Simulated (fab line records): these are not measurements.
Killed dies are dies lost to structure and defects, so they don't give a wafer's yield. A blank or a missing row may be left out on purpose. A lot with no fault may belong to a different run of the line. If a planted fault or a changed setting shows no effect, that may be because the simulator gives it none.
Matching of chambers    flow sky130    4 sister chambers for SKY_FIELD_ISO_CMP_27 on cmp-02
The step polishes, stops on Si3N4, t overpolish 16 s, target thk 457.8 nm. 16 wafers are shown with their chamber, then 8 later ones without.

== WAFERS WITH THEIR CHAMBER ==
wafer   chamber  motor current A (A)  time to endpoint s (s)  head pressure psi (psi)
L076.1  3        10.5                 113                     3.999
L076.3  2        9.5                  119                     3.993
L076.5  0        10.3                 113                     3.994
L077.3  2        9.7                  123                     3.999
L077.4  1        11.5                 122                     4.002
L077.6  3        10.9                 117                     4.000
L078.2  0        10.9                 116                     4.001
L078.4  3        11.0                 117                     4.002
L078.6  2        9.8                  121                     4.000
L081.1  3        10.8                 107                     4.000
L081.2  1        11.2                 111                     4.017
L081.3  0        10.3                 106                     4.001
L085.2  1        12.4                 113                     3.988
L085.3  2        9.6                  114                     4.006
L085.5  2        9.6                  118                     3.996
L086.1  1        11.8                 105                     4.020

SIGNATURES (averages over the wafers above)
reading             chamber 0  chamber 1  chamber 2  chamber 3  scatter within a chamber
motor current A     10.500     11.725     9.640      10.800     0.319
time to endpoint s  111.67     112.75     119.00     113.50     5.12
head pressure psi   3.99867    4.00675    3.99880    4.00025    0.0081
Rule: distance of a wafer from a chamber = root of the sum over the readings of ((wafer's reading minus chamber's mean) / reading's scatter) squared. If the next closest chamber is less than 2 further off than the closest, the wafer can't be placed; otherwise it belongs to the closest. The scatter: the root of (the sum of the squares of (reading less its chamber's mean) over the shown wafers, divided by (wafers less chambers)).

== WAFERS WITH NO CHAMBER GIVEN ==
wafer   motor current A (A)  time to endpoint s (s)  head pressure psi (psi)
L086.4  10.8                 103                     3.985
L086.5  10.6                 106                     4.010
L089.1  11.9                 109                     3.984
L089.2  9.7                  111                     3.986
L089.4  10.3                 107                     4.021
L091.1  9.6                  113                     3.998
L091.2  10.8                 102                     4.008
L091.3  10.5                 109                     3.989

== WHICH CHAMBER EACH ONE RAN IN ==
wafer   from the rows above                in truth
L086.4  can't be placed: 0 or 3 or 1       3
L086.5  can't be placed: 0 or 3 or 1       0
L089.1  can't be placed: 1 or 3 or 0       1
L089.2  can't be placed: 2 or 0 or 3       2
L089.4  can't be placed: 0 or 3 or 2 or 1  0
L091.1  can't be placed: 2 or 0            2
L091.2  can't be placed: 0 or 3 or 1       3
L091.3  can't be placed: 0 or 3            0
0 of 8 placed correctly. Unplaceable from these rows: 8, with the true chamber sitting among the candidates in 8. Wrongly placed: 0.
